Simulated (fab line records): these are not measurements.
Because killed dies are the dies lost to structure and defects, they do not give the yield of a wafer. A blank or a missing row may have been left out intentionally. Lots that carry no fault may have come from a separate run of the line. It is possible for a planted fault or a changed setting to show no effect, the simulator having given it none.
Matching of chambers	flow gf180mcu	GF_V2_CMP_26 on cmp-01: 4 sister chambers
The step polishes, stops on SiO2, t overpolish 15 s, target thk 0 nm. 8 wafers are shown with their chamber, then 11 later ones without.

WAFERS, EACH WITH ITS CHAMBER
wafer	chamber	motorCurrentA (A)	timeToEndpointS (s)
L074.5	1	10.1	88
L084.1	1	11.0	89
L085.5	3	9.3	89
L088.5	0	9.7	79
L090.1	2	10.7	83
L090.2	3	10.0	83
L090.5	0	9.5	81
L091.1	2	11.0	86

WAFERS MISSING THEIR CHAMBER
wafer	motorCurrentA (A)	timeToEndpointS (s)
L091.5	9.7	83
L091.6	10.4	83
L093.1	10.4	83
L093.4	9.6	80
L093.6	10.3	86
L094.1	10.6	86
L094.2	9.7	89
L094.3	9.6	81
L095.1	10.6	94
L095.3	9.6	89
L095.4	9.9	82

WHICH CHAMBER EACH ONE RAN IN
wafer	from the rows above	in truth
L091.5	can't be placed: 3 or 0 or 2 or 1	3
L091.6	can't be placed: 2 or 3 or 1 or 0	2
L093.1	can't be placed: 2 or 3 or 1 or 0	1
L093.4	0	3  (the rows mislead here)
L093.6	can't be placed: 1 or 2 or 3 or 0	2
L094.1	can't be placed: 2 or 1 or 3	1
L094.2	can't be placed: 3 or 1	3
L094.3	can't be placed: 0 or 3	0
L095.1	can't be placed: 1 or 2 or 3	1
L095.3	can't be placed: 3 or 1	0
L095.4	can't be placed: 0 or 3 or 2 or 1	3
Correct placement for 0 of the 11. These rows do not allow placing 10 (true chamber among the candidates in 9). Wrongly placed: 1.
How it was worked out, from the rows above alone: a wafer's distance from a chamber is the root of the sum, over the readings, of the square of ((its reading less the chamber's mean) divided by the reading's scatter). If the next closest chamber is less than 2 further off than the closest, the wafer can't be placed; otherwise it belongs to the closest. Each chamber's mean is taken over the wafers shown for it. The scatter: take each reading less its chamber's mean, square it, sum over the shown wafers, divide by the number of wafers less the number of chambers, and take the root.
